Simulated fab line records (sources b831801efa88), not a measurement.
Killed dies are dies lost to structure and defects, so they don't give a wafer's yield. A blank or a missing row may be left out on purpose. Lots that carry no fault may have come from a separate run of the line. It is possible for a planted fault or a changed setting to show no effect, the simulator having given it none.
Which tool is to blame?    flow gf180mcu    at 1 step of a route of 602, 12 lots with 36 wafers sampled

## WHAT EACH GAUGE READ, for each wafer
GF_STI_THK_MEAS_02.
lot   measured     on             STI_OXIDATION_THK (nm)
L075  day 1 16:31  film-metro-01  10.03 9.91 9.89
L077  day 2 02:31  film-metro-02  9.97 9.99 9.89
L079  day 2 12:31  film-metro-04  10.21 10.06 10.05
L081  day 2 22:31  film-metro-01  10.11 10.24 10.10
L083  day 3 09:04  film-metro-01  9.93 9.72 9.86
L085  day 3 18:31  film-metro-02  9.83 10.05 9.99
L087  day 4 04:31  film-metro-02  9.90 9.72 10.07
L089  day 4 15:06  film-metro-01  10.39 10.12 10.36
L091  day 5 00:31  film-metro-04  10.41 10.39 10.34
L093  day 5 10:32  film-metro-04  9.71 9.85 9.68
L095  day 5 21:11  film-metro-01  10.00 10.02 9.99
L097  day 6 08:00  film-metro-01  9.96 9.94 9.98

## TOOL THAT RAN EACH LOT (tool first, then ch and the chambers of the sampled wafers, then the start)
There is no process step in the record ahead of these readings.

## THE ANSWER, worked out from the rows above alone
Rule: the lots themselves supply what counts as usual. Put in order of their means at a reading, lots are off if they are a third of the lots or fewer, leave a main group of 4 or more, and stand apart from it by a gap of 3 or more times the standard deviation of the main group's means; of several such gaps the widest counts. The tables above print the reading to a certain number of digits; a main group whose means all agree to those digits is not used. A lot without any number at a reading at which 4 lots or more have one is off too. The other lots that the step has rows for count as sound.
Nothing can be told from this: no lot is off at any reading shown.

## WHAT THE SIMULATOR HAD PUT IN
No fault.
